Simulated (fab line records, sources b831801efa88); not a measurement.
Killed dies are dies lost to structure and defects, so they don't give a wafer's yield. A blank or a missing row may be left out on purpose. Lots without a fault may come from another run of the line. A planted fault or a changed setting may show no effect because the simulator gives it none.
Chamber matching | flow gf180mcu | GF_PASSIVATION_ETCH_11 on rie_diel-02: 4 sister chambers
The step etches the open film in CF4/O2, stops on TiN, target depth 2040 nm, time 453.3 s. 8 wafers are shown with their chamber, then 12 later ones without.

WAFERS WITH THEIR CHAMBER
wafer  | chamber | drypump_motor_current_A (A) | oes_product_au (a.u.)
L078.2 | 3       | 5.0                         | 0.981
L083.3 | 3       | 5.0                         | 0.980
L084.2 | 0       | 5.6                         | 0.983
L085.5 | 0       | 5.6                         | 0.990
L091.6 | 1       | 6.3                         | 1.002
L092.2 | 2       | 6.7                         | 1.002
L092.5 | 2       | 6.7                         | 0.990
L092.6 | 1       | 6.4                         | 0.988

WAFERS WITHOUT THEIR CHAMBER
wafer  | drypump_motor_current_A (A) | oes_product_au (a.u.)
L093.2 | 6.3                         | 0.997
L093.3 | 6.8                         | 0.988
L093.4 | 5.6                         | 0.996
L094.4 | 6.8                         | 0.995
L094.5 | 6.3                         | 0.990
L094.6 | 6.8                         | 0.991
L095.1 | 6.3                         | 0.998
L095.5 | 6.7                         | 0.982
L095.6 | 6.4                         | 0.992
L096.2 | 6.7                         | 0.991
L096.3 | 5.6                         | 0.998
L096.5 | 6.7                         | 0.988

WHICH CHAMBER EACH WENT THROUGH
wafer  | from the rows above | in truth
L093.2 | 1                   | 1
L093.3 | 2                   | 2
L093.4 | 0                   | 0
L094.4 | 2                   | 2
L094.5 | 1                   | 1
L094.6 | 2                   | 2
L095.1 | 1                   | 1
L095.5 | 2                   | 2
L095.6 | 1                   | 1
L096.2 | 2                   | 2
L096.3 | 0                   | 0
L096.5 | 2                   | 2
Placed correctly: 12 of 12. Can't be placed from these rows: 0. Placed wrongly: 0.
How it was worked out, from the rows above alone: a wafer's distance from a chamber is the root of the sum, over the readings, of the square of ((its reading less the chamber's mean) divided by the reading's scatter). The wafer belongs to the nearest chamber; if the next one is less than 2 further off, it can't be placed. A chamber's mean is the mean of its shown wafers. The scatter: the root of (the sum of the squares of (reading less its chamber's mean) over the shown wafers, divided by (wafers less chambers)).
